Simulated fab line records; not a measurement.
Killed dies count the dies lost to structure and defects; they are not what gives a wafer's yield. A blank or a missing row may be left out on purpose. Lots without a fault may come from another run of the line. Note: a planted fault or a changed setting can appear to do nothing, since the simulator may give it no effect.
Chamber matching + flow sky130 + SKY_POLY_GATE_ETCH_16 on rie-diel-03: 4 sister chambers
The step etches Si3N4 in CH3F/O2, stops on poly-Si, time 147.5 s, target depth 75 nm. 4 wafers are shown with their chamber, then 9 later ones without.

## WAFERS WITH THEIR CHAMBER
| wafer  | chamber | drypump-motor-current-A (A) |
|--------|---------|-----------------------------|
| L083.6 | 0       | 6.6                         |
| L087.2 | 3       | 6.1                         |
| L087.3 | 2       | 5.5                         |
| L087.4 | 1       | 6.2                         |

## WAFERS WITH NO CHAMBER GIVEN
| wafer  | drypump-motor-current-A (A) |
|--------|-----------------------------|
| L090.2 | 5.5                         |
| L090.3 | 6.6                         |
| L090.5 | 6.3                         |
| L095.1 | 5.5                         |
| L095.3 | 6.7                         |
| L095.6 | 5.5                         |
| L097.1 | 6.6                         |
| L097.3 | 5.5                         |
| L097.4 | 6.1                         |

## THE CHAMBER EACH PASSED THROUGH
| wafer  | from the rows above | in truth |
|--------|---------------------|----------|
| L090.2 | 2                   | 2        |
| L090.3 | 0                   | 0        |
| L090.5 | 1                   | 1        |
| L095.1 | 2                   | 2        |
| L095.3 | 0                   | 0        |
| L095.6 | 2                   | 2        |
| L097.1 | 0                   | 0        |
| L097.3 | 2                   | 2        |
| L097.4 | 3                   | 3        |
Correct placement for 9 of the 9. From these rows, 0 cannot be placed. Wrongly placed: 0.
How it was worked out, from the rows above alone: a wafer's distance from a chamber is the root of the sum, over the readings, of the square of ((its reading less the chamber's mean) divided by the reading's scatter). The wafer belongs to the nearest chamber; if the next one is less than 2 further off, it can't be placed. The mean given for a chamber averages the wafers shown for that chamber. The scatter: root of mean squared gap, hidden wafer to nearest shown wafer, with one shown wafer a chamber.
